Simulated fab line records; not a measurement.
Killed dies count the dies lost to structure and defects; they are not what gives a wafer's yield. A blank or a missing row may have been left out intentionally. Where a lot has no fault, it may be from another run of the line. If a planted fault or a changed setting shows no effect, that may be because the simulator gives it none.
Comparing a struck lot with a sound one :: flow sfq-line :: 14 steps out of a route of 325
Sound: wafers L138.4, L138.5, L138.6. Struck: wafer L151.6. (L151.4 of the same lot was not struck and is left out.) The cause comes at the end.
Per side, at each step with rows, come the tool, then ch with its chambers, and then its first start. Under that, the readings that differ: sound wafers :: struck wafers :: difference of the means :: sigmas: that difference in standard deviations of wafers without a fault.
alike: words and numbers the same on both sides, and readings whose means are apart by under 2 such deviations; not compared: readings that were withheld, readings missing a value for some wafer, numbers with overlapping values and no deviation given by the record, and bounds like >300 which may hide the same value.
The two part at a step that has a row with sigmas, a row that says differs or no value, or rows on one side only. Numbers that have no deviation but don't overlap get no sigmas and don't part them. A reading that every wafer of one side lacks parts them only if that side has two wafers or more.

first, 1 step without rows for these wafers: SFQ_TRILAYER_M0_STRIP_SOLV_CLEAN_026 (cleans in NMP, time 600 s).
SFQ_TRILAYER_I0_DEP_PECVD_027: deposits SiO2 from SiH4/N2O, time 111.11 s, target thk 500 nm.
  sound on pecvd-03 ch 0,1,2, day 8 16:02; struck on pecvd-01 ch 0, day 12 15:26
  alike: heater-power-w, throttle-valve-pct
SFQ_TRILAYER_I0_CMP_CMP_028: polishes SiO2.
  sound on cmp-02 ch 1,2,3, day 8 17:04; struck on cmp-01 ch 1, day 12 23:08
reading: time-to-endpoint-s (s)
sound: 220 231 212
struck: 203
difference: -18
sigmas: -2
  alike: motor-current-A
SFQ_I0_BOW_MEAS_907:
  struck on film-metro-01, day 12 23:41; sound on film-metro-01, day 8 19:08
  alike: I0_BOW
SFQ_TRILAYER_I0_METRO_MEASURE_029:
  struck on film-metro-01, day 13 00:21; sound on film-metro-01, day 8 19:47
reading: thk-nm (nm)
sound: 201.6 201.4 199.1
struck: 197.7
difference: -3.0
sigmas: -2
then, 6 steps without rows for these wafers: SFQ_TRILAYER_I0_VIA_LITHO_COAT_036 (resist thk 62 nm); SFQ_TRILAYER_I0_VIA_LITHO_COAT_031 (resist thk 650 nm); SFQ_TRILAYER_I0_VIA_LITHO_SOFTBAKE_035; SFQ_TRILAYER_I0_VIA_LITHO_EXPOSE_032 (exposes mask I0, target cd 500 nm); SFQ_TRILAYER_I0_VIA_LITHO_PEB_034 (peb time 60 s); SFQ_TRILAYER_I0_VIA_LITHO_DEVELOP_033 (time 60 s).
-- the record jumps here: 3 days lie between the struck wafers' starts before and after --
SFQ_I0_OVL_MEAS_908:
  struck on overlay-01, day 15 15:37; sound on overlay-01, day 11 08:34
  alike: I0_OVL
SFQ_TRILAYER_I0_VIA_BARC_OPEN_VIA_ETCH_046: etches BARC in O2, target depth 125 nm, time 41.7 s.
  sound on rie-diel-04 ch 1,2,3, day 11 08:35; struck on rie-diel-01 ch 2, day 15 15:38
reading: oes-product-au (a.u.)
sound: 0.684 0.683 0.685
struck: 0.663
difference: -0.021
sigmas: -5

reading: run-length-s (s)
sound: 70.3 69.1 69.7
struck: 72.0
difference: +2.3
sigmas: +5
  alike: drypump-motor-current-A
  not compared: rf-hours-counter-h
SFQ_TRILAYER_I0_VIA_ETCH_VIA_ETCH_034: etches SiO2 in CHF3, stops on Nb, target depth 260 nm.
  sound on rie-diel-04 ch 1,2,3, day 11 08:38; struck on rie-diel-01 ch 2, day 15 15:41
  alike: drypump-motor-current-A, oes-product-au

== WHERE THEY PART ==
Earliest at SFQ_TRILAYER_I0_CMP_CMP_028; latest, in this record, at SFQ_TRILAYER_I0_VIA_BARC_OPEN_VIA_ETCH_046. Later steps at which nothing parts them and some readings are alike: SFQ_TRILAYER_I0_VIA_ETCH_VIA_ETCH_034.

WHY: the cause the simulator had injected
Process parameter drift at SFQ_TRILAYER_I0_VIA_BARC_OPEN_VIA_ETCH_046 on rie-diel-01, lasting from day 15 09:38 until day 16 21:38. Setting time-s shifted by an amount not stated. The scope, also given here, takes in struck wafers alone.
